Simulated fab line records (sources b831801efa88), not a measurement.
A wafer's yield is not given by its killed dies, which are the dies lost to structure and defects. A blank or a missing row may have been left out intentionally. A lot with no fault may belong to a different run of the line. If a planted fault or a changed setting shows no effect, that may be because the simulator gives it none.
Chamber matching ; flow gf180mcu ; GF_CONTACT_CMP_27 on cmp-02 has 4 sister chambers
The step polishes, stops on SiO2, t overpolish 13.57 s, target thk 0 nm. 15 wafers are shown with their chamber, then 7 later ones without.

WAFERS, EACH WITH ITS CHAMBER
wafer;chamber;motor current A (A);time to endpoint s (s)
L870.2;3;11.8;74
L870.3;2;10.4;73
L870.5;3;10.9;77
L871.1;3;11.1;72
L871.2;1;11.3;75
L871.5;2;10.3;69
L873.2;2;10.4;68
L873.3;0;12.1;70
L873.5;3;11.1;70
L876.1;1;10.6;75
L876.2;3;10.7;74
L876.4;2;10.3;70
L885.5;0;12.4;68
L885.6;3;11.2;88
L886.2;2;10.5;87

SIGNATURES, as means of the wafers listed above
reading;chamber 0;chamber 1;chamber 2;chamber 3;scatter within a chamber
motor current A;12.250;10.950;10.380;11.133;0.303
time to endpoint s;69.00;75.00;73.40;75.83;6.41
Rule: for a wafer and a chamber, the distance is found by dividing, reading by reading, the gap between the wafer's reading and the chamber's mean by the reading's scatter, squaring, summing and taking the root. If the next closest chamber is less than 2 further off than the closest, the wafer can't be placed; otherwise it belongs to the closest. The scatter is the square root of a quotient: the sum, over the shown wafers, of each reading's squared deviation from its chamber's mean, divided by wafers minus chambers.

WAFERS MISSING THEIR CHAMBER
wafer;motor current A (A);time to endpoint s (s)
L886.5;11.4;75
L888.1;10.6;72
L888.2;11.5;71
L888.6;10.6;67
L893.1;10.1;68
L893.4;10.8;72
L893.6;12.4;73

WHICH CHAMBER EACH ONE RAN IN
wafer;from the rows above;in truth
L886.5;can't be placed: 3 or 1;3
L888.1;can't be placed: 2 or 1 or 3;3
L888.2;can't be placed: 3 or 1 or 0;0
L888.6;can't be placed: 2 or 1 or 3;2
L893.1;can't be placed: 2 or 1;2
L893.4;can't be placed: 1 or 3 or 2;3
L893.6;0;0
Correct placement for 1 of the 7. Can't be placed from these rows: 6 (the true chamber is among the candidates in 6). Number placed wrongly: 0.
